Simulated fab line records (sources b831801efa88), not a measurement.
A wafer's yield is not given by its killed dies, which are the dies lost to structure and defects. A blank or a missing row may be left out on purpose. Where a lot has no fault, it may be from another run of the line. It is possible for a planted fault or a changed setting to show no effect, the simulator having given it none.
Which tool is to blame? / flow gf180mcu / 11 lots, 33 wafers sampled, at 6 steps of a route of 602

== WHAT THE GAUGES SHOWED, per wafer ==
GF_M3_OVL_MEAS_15. Usual: M3_OVL gives -2 nm (standard deviation 5.4).
lot=L427; measured=day 20 12:25; on=overlay-02; M3_OVL (nm)=4 -3 0; flag=
lot=L428; measured=day 20 17:53; on=overlay-01; M3_OVL (nm)=-1 1 5; flag=
lot=L429; measured=day 21 14:54; on=overlay-01; M3_OVL (nm)=6 -1 1; flag=
lot=L431; measured=day 21 22:52; on=overlay-01; M3_OVL (nm)=-13 -7 -14; flag=
lot=L433; measured=day 24 22:37; on=overlay-02; M3_OVL (nm)=6 8 6; flag=
lot=L438; measured=day 25 09:31; on=overlay-01; M3_OVL (nm)=-1 -2 5; flag=
lot=L445; measured=day 27 20:55; on=overlay-02; M3_OVL (nm)=-11 -7 3; flag=
lot=L447; measured=day 28 09:45; on=overlay-02; M3_OVL (nm)=5 1 4; flag=
lot=L446; measured=day 28 09:55; on=overlay-01; M3_OVL (nm)=-1 4 -2; flag=
lot=L448; measured=day 28 18:10; on=overlay-01; M3_OVL (nm)=1 6 0; flag=
lot=L450; measured=day 29 04:58; on=overlay-01; M3_OVL (nm)=-2 -3 -10; flag=

GF_V3_RS_MEAS_24: uses a four-point probe to measure. Usual: V3_W_RS gives 0.327 ohm/sq (standard deviation 0.0038).
lot=L427; measured=day 21 15:11; on=filmMetro-01; V3_W_RS (ohm/sq)=0.325 0.328 0.330; flag=
lot=L428; measured=day 21 19:37; on=filmMetro-03; V3_W_RS (ohm/sq)=0.326 0.330 0.326; flag=
lot=L429; measured=day 22 17:20; on=filmMetro-01; V3_W_RS (ohm/sq)=0.328 0.330 0.325; flag=
lot=L431; measured=day 23 00:43; on=filmMetro-04; V3_W_RS (ohm/sq)=0.322 0.321 0.327; flag=
lot=L433; measured=day 25 21:53; on=filmMetro-01; V3_W_RS (ohm/sq)=0.409 0.326 0.326; flag=OFF
lot=L438; measured=day 26 08:28; on=filmMetro-04; V3_W_RS (ohm/sq)=0.321 0.408 0.411; flag=OFF
lot=L445; measured=day 28 18:10; on=filmMetro-04; V3_W_RS (ohm/sq)=0.327 0.316 0.325; flag=
lot=L447; measured=day 29 06:25; on=filmMetro-03; V3_W_RS (ohm/sq)=0.328 0.334 0.325; flag=
lot=L446; measured=day 29 06:55; on=filmMetro-03; V3_W_RS (ohm/sq)=0.323 0.325 0.328; flag=
lot=L448; measured=day 29 14:34; on=filmMetro-01; V3_W_RS (ohm/sq)=0.328 0.326 0.332; flag=
lot=L450; measured=day 30 01:08; on=filmMetro-04; V3_W_RS (ohm/sq)=0.327 0.336 0.325; flag=

GF_V3_THK_MEAS_25: measures by xrf. Usual: V3_W_THK gives 357 nm (standard deviation 4.8).
lot=L427; measured=day 21 15:18; on=filmMetro-01; V3_W_THK (nm)=356 353 354; flag=
lot=L428; measured=day 21 19:44; on=filmMetro-03; V3_W_THK (nm)=358 353 357; flag=
lot=L429; measured=day 22 17:26; on=filmMetro-01; V3_W_THK (nm)=357 353 358; flag=
lot=L431; measured=day 23 00:50; on=filmMetro-04; V3_W_THK (nm)=359 361 357; flag=
lot=L433; measured=day 25 21:59; on=filmMetro-01; V3_W_THK (nm)=288 363 364; flag=OFF
lot=L438; measured=day 26 08:35; on=filmMetro-04; V3_W_THK (nm)=359 284 283; flag=OFF
lot=L445; measured=day 28 18:17; on=filmMetro-04; V3_W_THK (nm)=359 372 360; flag=
lot=L447; measured=day 29 06:32; on=filmMetro-03; V3_W_THK (nm)=356 349 359; flag=
lot=L446; measured=day 29 07:02; on=filmMetro-03; V3_W_THK (nm)=359 361 354; flag=
lot=L448; measured=day 29 14:40; on=filmMetro-01; V3_W_THK (nm)=353 356 347; flag=
lot=L450; measured=day 30 01:14; on=filmMetro-04; V3_W_THK (nm)=354 346 356; flag=

== TOOL THAT RAN EACH LOT (tool first, then ch and the chambers of the sampled wafers, then the start) ==
lot=L427; GF_V3_ETCH_17=rieDiel-01 ch 0,1,2, day 21 14:24 or earlier; GF_V3_STRIP_18=plasmaAsher-04 ch 0,1, day 21 14:24; GF_V3_CVD_23=cvdW-02 ch 0,1, day 21 15:04
lot=L428; GF_V3_ETCH_17=rieDiel-01 ch 0,2,3, day 21 18:52 or earlier; GF_V3_STRIP_18=plasmaAsher-04 ch 0,1, day 21 18:52; GF_V3_CVD_23=cvdW-01 ch 0,1, day 21 19:30
lot=L429; GF_V3_ETCH_17=rieDiel-04 ch 1,3, day 22 16:34 or earlier; GF_V3_STRIP_18=plasmaAsher-01 ch 0,1, day 22 16:34; GF_V3_CVD_23=cvdW-01 ch 0,1, day 22 17:12
lot=L431; GF_V3_ETCH_17=rieDiel-04 ch 2,3, day 22 23:57 or earlier; GF_V3_STRIP_18=plasmaAsher-01 ch 0,1, day 22 23:57; GF_V3_CVD_23=cvdW-01 ch 0,1, day 23 00:35
lot=L433; GF_V3_ETCH_17=rieDiel-01 ch 0,3, day 25 21:07 or earlier; GF_V3_STRIP_18=plasmaAsher-04 ch 0,1, day 25 21:07; GF_V3_CVD_23=cvdW-01 ch 0,1, day 25 21:45
lot=L438; GF_V3_ETCH_17=rieDiel-03 ch 0,2,3, day 26 07:43 or earlier; GF_V3_STRIP_18=plasmaAsher-04 ch 0,1, day 26 07:43; GF_V3_CVD_23=cvdW-01 ch 0,1, day 26 08:21
lot=L445; GF_V3_ETCH_17=rieDiel-03 ch 1,2,3, day 28 17:25 or earlier; GF_V3_STRIP_18=plasmaAsher-02 ch 0,1, day 28 17:25; GF_V3_CVD_23=cvdW-01 ch 0,1, day 28 18:03
lot=L447; GF_V3_ETCH_17=rieDiel-03 ch 0,3, day 29 05:40 or earlier; GF_V3_STRIP_18=plasmaAsher-01 ch 1, day 29 05:40; GF_V3_CVD_23=cvdW-02 ch 0,1, day 29 06:18
lot=L446; GF_V3_ETCH_17=rieDiel-01 ch 1,2,3, day 29 06:09 or earlier; GF_V3_STRIP_18=plasmaAsher-04 ch 0,1, day 29 06:09; GF_V3_CVD_23=cvdW-01 ch 0,1, day 29 06:47
lot=L448; GF_V3_ETCH_17=rieDiel-03 ch 2,3, day 29 13:43 or earlier; GF_V3_STRIP_18=plasmaAsher-02 ch 0,1, day 29 13:43; GF_V3_CVD_23=cvdW-02 ch 0,1, day 29 14:25
lot=L450; GF_V3_ETCH_17=rieDiel-04 ch 0,2,3, day 30 00:19 or earlier; GF_V3_STRIP_18=plasmaAsher-02 ch 0,1, day 30 00:19; GF_V3_CVD_23=cvdW-02 ch 0,1, day 30 01:00
- GF_V3_ETCH_17: etches SiO2 in C4F8/O2/Ar, stops on TiN, target depth 635 nm.
- GF_V3_STRIP_18: strips in O2/N2.
- GF_V3_CVD_23: deposits W, target thk 350 nm, time 104.9 s.

== WHAT THE TOOLS THEMSELVES READ (means of the sampled wafers that have a number; where no wafer has one, the mark that the record gives instead) ==
GF_V3_ETCH_17. Usual: oesProductAu at 0.855 a.u., with a standard deviation of 0.0045.
lot=L427; tool=rieDiel-01; oesProductAu (a.u.)=0.855; flag=
lot=L428; tool=rieDiel-01; oesProductAu (a.u.)=0.857; flag=
lot=L429; tool=rieDiel-04; oesProductAu (a.u.)=0.856; flag=
lot=L431; tool=rieDiel-04; oesProductAu (a.u.)=0.859; flag=
lot=L433; tool=rieDiel-01; oesProductAu (a.u.)=0.851; flag=
lot=L438; tool=rieDiel-03; oesProductAu (a.u.)=0.858; flag=
lot=L445; tool=rieDiel-03; oesProductAu (a.u.)=0.857; flag=
lot=L447; tool=rieDiel-03; oesProductAu (a.u.)=0.860; flag=
lot=L446; tool=rieDiel-01; oesProductAu (a.u.)=0.856; flag=
lot=L448; tool=rieDiel-03; oesProductAu (a.u.)=0.852; flag=
lot=L450; tool=rieDiel-04; oesProductAu (a.u.)=0.857; flag=

GF_V3_STRIP_18. Usual: drypumpMotorCurrentA 5.6 A, standard deviation 0.34; heaterPowerW 326 W, standard deviation 26; oesProductAu 0.593 a.u., standard deviation 0.0051.
lot=L427; tool=plasmaAsher-04; drypumpMotorCurrentA (A)=5.4; heaterPowerW (W)=350; oesProductAu (a.u.)=0.592; flag=
lot=L428; tool=plasmaAsher-04; drypumpMotorCurrentA (A)=5.5; heaterPowerW (W)=323; oesProductAu (a.u.)=0.592; flag=
lot=L429; tool=plasmaAsher-01; drypumpMotorCurrentA (A)=5.6; heaterPowerW (W)=326; oesProductAu (a.u.)=0.592; flag=
lot=L431; tool=plasmaAsher-01; drypumpMotorCurrentA (A)=5.8; heaterPowerW (W)=313; oesProductAu (a.u.)=0.600; flag=
lot=L433; tool=plasmaAsher-04; drypumpMotorCurrentA (A)=5.5; heaterPowerW (W)=323; oesProductAu (a.u.)=0.593; flag=
lot=L438; tool=plasmaAsher-04; drypumpMotorCurrentA (A)=5.4; heaterPowerW (W)=345; oesProductAu (a.u.)=0.588; flag=
lot=L445; tool=plasmaAsher-02; drypumpMotorCurrentA (A)=6.0; heaterPowerW (W)=315; oesProductAu (a.u.)=0.592; flag=
lot=L447; tool=plasmaAsher-01; drypumpMotorCurrentA (A)=6.0; heaterPowerW (W)=303; oesProductAu (a.u.)=0.588; flag=
lot=L446; tool=plasmaAsher-04; drypumpMotorCurrentA (A)=5.4; heaterPowerW (W)=342; oesProductAu (a.u.)=0.592; flag=
lot=L448; tool=plasmaAsher-02; drypumpMotorCurrentA (A)=6.1; heaterPowerW (W)=320; oesProductAu (a.u.)=0.590; flag=
lot=L450; tool=plasmaAsher-02; drypumpMotorCurrentA (A)=5.9; heaterPowerW (W)=313; oesProductAu (a.u.)=0.594; flag=

GF_V3_CVD_23. Usual: chamberPressureTorr 40.00 Torr, standard deviation 0.083; heaterPowerW 896 W, standard deviation 94.
lot=L427; tool=cvdW-02; chamberPressureTorr (Torr)=39.95; heaterPowerW (W)=805; flag=
lot=L428; tool=cvdW-01; chamberPressureTorr (Torr)=39.97; heaterPowerW (W)=987; flag=
lot=L429; tool=cvdW-01; chamberPressureTorr (Torr)=40.03; heaterPowerW (W)=974; flag=
lot=L431; tool=cvdW-01; chamberPressureTorr (Torr)=40.06; heaterPowerW (W)=1003; flag=
lot=L433; tool=cvdW-01; chamberPressureTorr (Torr)=40.01; heaterPowerW (W)=998; flag=
lot=L438; tool=cvdW-01; chamberPressureTorr (Torr)=39.91; heaterPowerW (W)=965; flag=
lot=L445; tool=cvdW-01; chamberPressureTorr (Torr)=40.07; heaterPowerW (W)=965; flag=
lot=L447; tool=cvdW-02; chamberPressureTorr (Torr)=40.07; heaterPowerW (W)=812; flag=
lot=L446; tool=cvdW-01; chamberPressureTorr (Torr)=39.88; heaterPowerW (W)=963; flag=
lot=L448; tool=cvdW-02; chamberPressureTorr (Torr)=39.98; heaterPowerW (W)=804; flag=
lot=L450; tool=cvdW-02; chamberPressureTorr (Torr)=40.05; heaterPowerW (W)=817; flag=

== THE ANSWER, worked out from the rows above alone ==
Rule: a lot is off if the mean of its wafers that have a number lies more than 3 standard deviations from the usual mean. Also off: a lot with no number at a reading for which 4 or more lots have one. Any other lot the step has rows for is counted as sound. First the gauges in route order, then the tools' own readings, where a lot's mean is used as printed above. At the first step where some lot is off, the reading lying furthest off is the one used; lots without a number count as furthest.
Off: L433, L438, seen at GF_V3_RS_MEAS_24 (V3_W_RS).
If a tool, at a process step before that reading, ran all the lots that are off and no sound lot after the first of them, it fits. Those tools and the gauges at GF_V3_RS_MEAS_24 are tried in the same way. GF_V3_ETCH_17: start missing for some lots; hours and lot order therefore follow GF_V3_STRIP_18. Of those tried, none fits.

== WHAT THE SIMULATOR HAD INSERTED ==
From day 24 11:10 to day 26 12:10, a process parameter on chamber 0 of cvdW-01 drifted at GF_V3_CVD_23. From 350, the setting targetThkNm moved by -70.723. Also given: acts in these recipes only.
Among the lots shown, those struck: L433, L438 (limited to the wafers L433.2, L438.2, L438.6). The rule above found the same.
